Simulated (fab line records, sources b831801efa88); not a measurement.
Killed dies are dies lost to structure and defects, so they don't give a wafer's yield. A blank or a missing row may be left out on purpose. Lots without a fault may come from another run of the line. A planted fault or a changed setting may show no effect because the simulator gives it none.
A struck lot beside a sound one | flow sky130 | 17 steps out of a route of 708
Sound: wafers L587.1, L587.2, L587.6. Struck: wafers L600.3, L600.4, L600.5. The cause comes at the end.
At each step with rows: each side's tool, then ch and its chambers, then its first start. Under that, the readings that differ: sound wafers | struck wafers | difference of the means | sigmas: that difference in standard deviations of wafers without a fault.
alike: readings whose means differ by less than 2 such deviations, and words and numbers that are the same on both sides. not compared: withheld readings, readings that some wafer has no value for, bounds like >300 that may hide the same value, and numbers for which the record gives no deviation and whose values overlap.
The two part at a step that has a row with sigmas, a row that says differs or no value, or rows on one side only. Numbers that don't overlap but have no deviation are shown without sigmas and don't part them. A reading that every wafer of one side lacks parts them only if that side has two wafers or more.

first, 1 step without rows for these wafers: SKY_LDD_N_IMPLANT_15.
SKY_LDD_N_STRIP_16: strips in O2/N2.
  sound on plasma_asher-04 ch 0,1, day 17 19:52; struck on plasma_asher-04 ch 0,1, day 22 14:59
  alike: drypump_motor_current_A, oes_product_au, strip_time_to_endpoint_s
  not compared: rf_hours_counter_h
SKY_LDD_N_TW_MEAS_17:
  sound on film_metro-01, day 17 19:58; struck on film_metro-01, day 22 15:04
  alike: LDD_N_TW
then, 7 steps without rows for these wafers: SKY_LDD_P_DEHYDRATE_00 (time 60 s); SKY_LDD_P_HMDS_01 (prime time 60 s); SKY_LDD_P_COAT_02 (resist thk 1140 nm); SKY_LDD_P_SOFTBAKE_03 (time 60 s); SKY_LDD_P_EXPOSE_04 (exposes mask PSDM, target cd 380 nm); SKY_LDD_P_PEB_05; SKY_LDD_P_DEVELOP_06 (develop time 60 s).
SKY_LDD_P_CD_MEAS_07: target cd 380 nm.
  sound on cd_sem-01, day 19 02:10; struck on cd_sem-01, day 23 21:34
  alike: cd_nm
SKY_LDD_P_OVL_MEAS_08:
  sound on overlay-01, day 19 02:17; struck on overlay-01, day 23 21:39
  alike: LDD_P_OVL
SKY_LDD_P_IMPLANT_09:
  sound on implanter-04 ch 0, day 19 02:20; struck on implanter-04 ch 0, day 23 21:44
  reading            | sound                         | struck                        | difference | sigmas
  dose_ions_cm2      | 9.99e+12 9.999e+12 1.0003e+13 | 8.621e+12 8.629e+12 8.616e+12 | -1.375e+12 | -99 or more
  faraday_current_uA | 54.0 56.4 56.0                | 48.4 49.8 47.5                | -6.9       | -6
SKY_LDD_P_STRIP_10: strips in O2/N2.
  sound on plasma_asher-03 ch 0,1, day 19 02:29; struck on plasma_asher-03 ch 0,1, day 23 21:52
  reading                      | sound             | struck            | difference | sigmas
  strip_time_to_endpoint_s (s) | 14.24 14.26 14.27 | 14.12 14.14 14.15 | -0.12      | -3
  alike: drypump_motor_current_A, oes_product_au
  not compared: rf_hours_counter_h
SKY_LDD_P_TW_MEAS_11:
  sound on film_metro-03, day 19 02:35; struck on film_metro-02, day 23 21:57
  reading  | sound       | struck      | difference | sigmas
  LDD_P_TW | 627 627 628 | 607 606 603 | -22        | -6
then, 1 step without rows for these wafers: SKY_LDD_HVN_DEHYDRATE_00 (time 60 s).
-- the record jumps here: 25 days lie between the struck wafers' starts before and after (it left off in module LDD_HVN and takes up again in module PAD_OPEN, whose first step shown is number 708 of the route) --
SKY_PAD_OPEN_PROBE_99:
  sound on prober-01, day 45 17:50; struck on prober-02, day 48 20:29
  reading                     | sound          | struck         | difference | sigmas
  model.etest.tip_p.rs_ohm_sq | 6886 6861 6788 | 7604 7638 7626 | +778       |
  alike: killed_at_M0_to_M3, killed_at_M4_up, killed_at_contacts, killed_at_front_end, killed_at_other, killed_dies, killed_open, killed_short

WHERE THEY PART
First at SKY_LDD_P_IMPLANT_09; last, within this record, at SKY_LDD_P_TW_MEAS_11. Later steps at which nothing parts them and some readings are alike: SKY_PAD_OPEN_PROBE_99.

WHY: what the simulator had put in
Process parameter drift: implanter-04, from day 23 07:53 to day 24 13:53, at SKY_LDD_P_IMPLANT_09. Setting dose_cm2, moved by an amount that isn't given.
